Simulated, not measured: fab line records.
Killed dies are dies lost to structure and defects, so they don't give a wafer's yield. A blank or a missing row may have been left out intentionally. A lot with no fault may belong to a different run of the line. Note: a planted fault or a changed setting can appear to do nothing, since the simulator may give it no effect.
Which of the tools did it?	flow gf180mcu	11 lots with 33 wafers sampled at 6 steps, on a route of 602 steps

## WHAT THE GAUGES SHOWED, per wafer
GF_V2_THK_MEAS_01. Usual: V2_CVD_00_THK gives 604 nm (standard deviation 6.3).
lot	measured	on	V2_CVD_00_THK (nm)	flag
L500	day 19 13:13	film-metro-01	616 603 610	
L505	day 21 14:52	film-metro-03	600 594 594	
L508	day 22 22:58	film-metro-02	603 607 604	
L510	day 23 07:17	film-metro-03	594 598 603	
L511	day 24 02:18	film-metro-03	599 601 601	
L512	day 24 04:05	film-metro-01	597 601 606	
L515	day 25 04:15	film-metro-01	617 617 609	
L519	day 26 05:35	film-metro-01	604 607 608	
L520	day 26 14:20	film-metro-01	596 595 590	
L521	day 26 18:32	film-metro-02	610 609 603	
L522	day 27 06:12	film-metro-02	617 608 608	

GF_V2_RS_MEAS_24: uses a four-point probe to measure. Usual: V2_W_RS gives 0.328 ohm/sq (standard deviation 0.0031).
lot	measured	on	V2_W_RS (ohm/sq)	flag
L500	day 20 14:44	film-metro-03	0.330 0.331 0.334	
L505	day 22 15:53	film-metro-02	0.333 0.331 0.326	
L508	day 23 23:13	film-metro-03	0.328 0.331 0.329	
L510	day 24 06:11	film-metro-03	0.324 0.504 0.325	OFF
L511	day 25 02:56	film-metro-02	0.329 0.500 0.328	OFF
L512	day 25 04:32	film-metro-03	0.487 0.325 0.326	OFF
L515	day 26 03:07	film-metro-02	0.328 0.323 0.324	
L519	day 27 04:44	film-metro-02	0.324 0.325 0.325	
L520	day 27 11:47	film-metro-01	0.330 0.331 0.330	
L521	day 27 16:41	film-metro-03	0.323 0.325 0.329	
L522	day 28 04:07	film-metro-02	0.327 0.328 0.329	

GF_V2_THK_MEAS_25: measures by xrf. Usual: V2_W_THK gives 346 nm (standard deviation 4.7).
lot	measured	on	V2_W_THK (nm)	flag
L500	day 20 14:50	film-metro-03	343 342 339	
L505	day 22 16:01	film-metro-02	335 338 344	
L508	day 23 23:19	film-metro-03	348 343 345	
L510	day 24 06:17	film-metro-03	348 226 347	OFF
L511	day 25 03:02	film-metro-02	338 225 341	OFF
L512	day 25 04:40	film-metro-03	234 348 350	OFF
L515	day 26 03:14	film-metro-02	344 350 349	
L519	day 27 04:50	film-metro-02	345 344 342	
L520	day 27 11:53	film-metro-01	348 346 347	
L521	day 27 16:49	film-metro-03	352 352 347	
L522	day 28 04:14	film-metro-02	345 341 340	

## EACH LOT AND THE TOOL THAT RAN IT (in order: tool; ch and the chambers of the sampled wafers; start)
lot	GF_V1_CVD_23	GF_V1_CMP_26	GF_V2_CVD_23
L500	cvd-w-02 ch 0,1, day 18 12:01	cmp-01 ch 0,2, day 18 12:17	cvd-w-02 ch 0,1, day 20 14:37
L505	cvd-w-02 ch 0,1, day 20 12:41	cmp-02 ch 2,3, day 20 13:01	cvd-w-02 ch 0,1, day 22 15:47
L508	cvd-w-02 ch 0,1, day 21 21:57	cmp-02 ch 0,3, day 21 22:15	cvd-w-02 ch 0,1, day 23 23:05
L510	cvd-w-02 ch 0,1, day 22 06:32	cmp-02 ch 1,2,3, day 22 06:53	cvd-w-02 ch 1, day 24 06:03
L511	cvd-w-01 ch 1, day 22 19:49	cmp-01 ch 0,1,2, day 22 20:12	cvd-w-02 ch 0,1, day 25 02:48
L512	cvd-w-02 ch 1, day 23 04:04	cmp-02 ch 0,2,3, day 23 04:25	cvd-w-02 ch 0,1, day 25 04:26
L515	cvd-w-01 ch 0,1, day 24 02:52	cmp-01 ch 1,2,3, day 24 04:35	cvd-w-01 ch 0,1, day 26 03:01
L519	cvd-w-02 ch 0,1, day 25 07:01	cmp-01 ch 0,2,3, day 25 07:25	cvd-w-01 ch 0,1, day 27 04:36
L520	cvd-w-01 ch 0,1, day 25 16:20	cmp-02 ch 0,1, day 25 16:37	cvd-w-02 ch 0,1, day 27 11:38
L521	cvd-w-02 ch 0,1, day 25 20:25	cmp-02 ch 0,3, day 25 20:42	cvd-w-01 ch 0,1, day 27 16:35
L522	cvd-w-01 ch 0,1, day 26 07:16	cmp-02 ch 0,1, day 26 07:37	cvd-w-01 ch 0,1, day 28 04:01
- GF_V1_CVD_23: deposits W, target thk 350 nm, time 105.05 s.
- GF_V1_CMP_26: polishes, stops on SiO2, t overpolish 15 s, target thk 0 nm.
- GF_V2_CVD_23: deposits W, target thk 350 nm, time 104.94 s.

## AS READ BY THE TOOLS THEMSELVES (means over the sampled wafers that have a number; for cases with no such wafer, the mark the record gives instead)
GF_V1_CVD_23. Usual: heater-power-w 913 W, standard deviation 56.
lot	tool	heater-power-w (W)	flag
L500	cvd-w-02	923	
L505	cvd-w-02	943	
L508	cvd-w-02	939	
L510	cvd-w-02	890	
L511	cvd-w-01	969	
L512	cvd-w-02	878	
L515	cvd-w-01	939	
L519	cvd-w-02	913	
L520	cvd-w-01	888	
L521	cvd-w-02	933	
L522	cvd-w-01	944	

GF_V1_CMP_26. Usual: motor-current-A 11.1 A, standard deviation 1.1; overpolish-run-s 15.001 s, standard deviation 0.01; retaining-ring-pressure-frac 1.000, standard deviation 0.0055; slurry-flow-ml-min 150.0, standard deviation 0.41; time-to-endpoint-s 83 s, standard deviation 4.6.
lot	tool	motor-current-A (A)	overpolish-run-s (s)	retaining-ring-pressure-frac	slurry-flow-ml-min	time-to-endpoint-s (s)	flag
L500	cmp-01	10.9	15.006	1.003	150.0	87	
L505	cmp-02	12.2	14.995	0.998	149.9	84	
L508	cmp-02	11.0	15.002	0.999	150.1	80	
L510	cmp-02	12.1	15.014	1.001	149.9	81	
L511	cmp-01	10.3	14.996	1.004	150.1	85	
L512	cmp-02	11.5	15.005	0.997	150.2	84	
L515	cmp-01	10.9	15.001	0.998	150.0	89	
L519	cmp-01	10.1	15.006	1.002	150.4	77	
L520	cmp-02	11.0	15.003	1.003	149.8	83	
L521	cmp-02	10.9	15.003	0.995	149.4	82	
L522	cmp-02	11.3	15.002	1.000	150.1	83	

GF_V2_CVD_23. Usual: heater-power-w 916 W, standard deviation 57.
lot	tool	heater-power-w (W)	flag
L500	cvd-w-02	926	
L505	cvd-w-02	933	
L508	cvd-w-02	942	
L510	cvd-w-02	864	
L511	cvd-w-02	928	
L512	cvd-w-02	912	
L515	cvd-w-01	891	
L519	cvd-w-01	937	
L520	cvd-w-02	900	
L521	cvd-w-01	889	
L522	cvd-w-01	898	

## THE ANSWER, worked out from the rows above alone
Rule: take the mean of a lot's wafers that have a number; if it is more than 3 standard deviations from the usual mean, the lot is off. A lot without any number at a reading at which 4 lots or more have one is off too. All remaining lots with rows at the step are treated as sound. The gauges are gone through in route order, then the tools' own readings, and for those a lot's mean is taken as printed above. The first step at which some lot is off is used, and at that step the reading that is off furthest; a lot without a number counts as furthest.
Off: at GF_V2_RS_MEAS_24 (V2_W_RS), L510, L511, L512.
If a tool, at a process step before that reading, ran all the lots that are off and no sound lot after the first of them, it fits. Those tools and the gauges at GF_V2_RS_MEAS_24 are tried in the same way. No candidate that was tried fits.

## WHAT THE SIMULATOR HAD PUT IN
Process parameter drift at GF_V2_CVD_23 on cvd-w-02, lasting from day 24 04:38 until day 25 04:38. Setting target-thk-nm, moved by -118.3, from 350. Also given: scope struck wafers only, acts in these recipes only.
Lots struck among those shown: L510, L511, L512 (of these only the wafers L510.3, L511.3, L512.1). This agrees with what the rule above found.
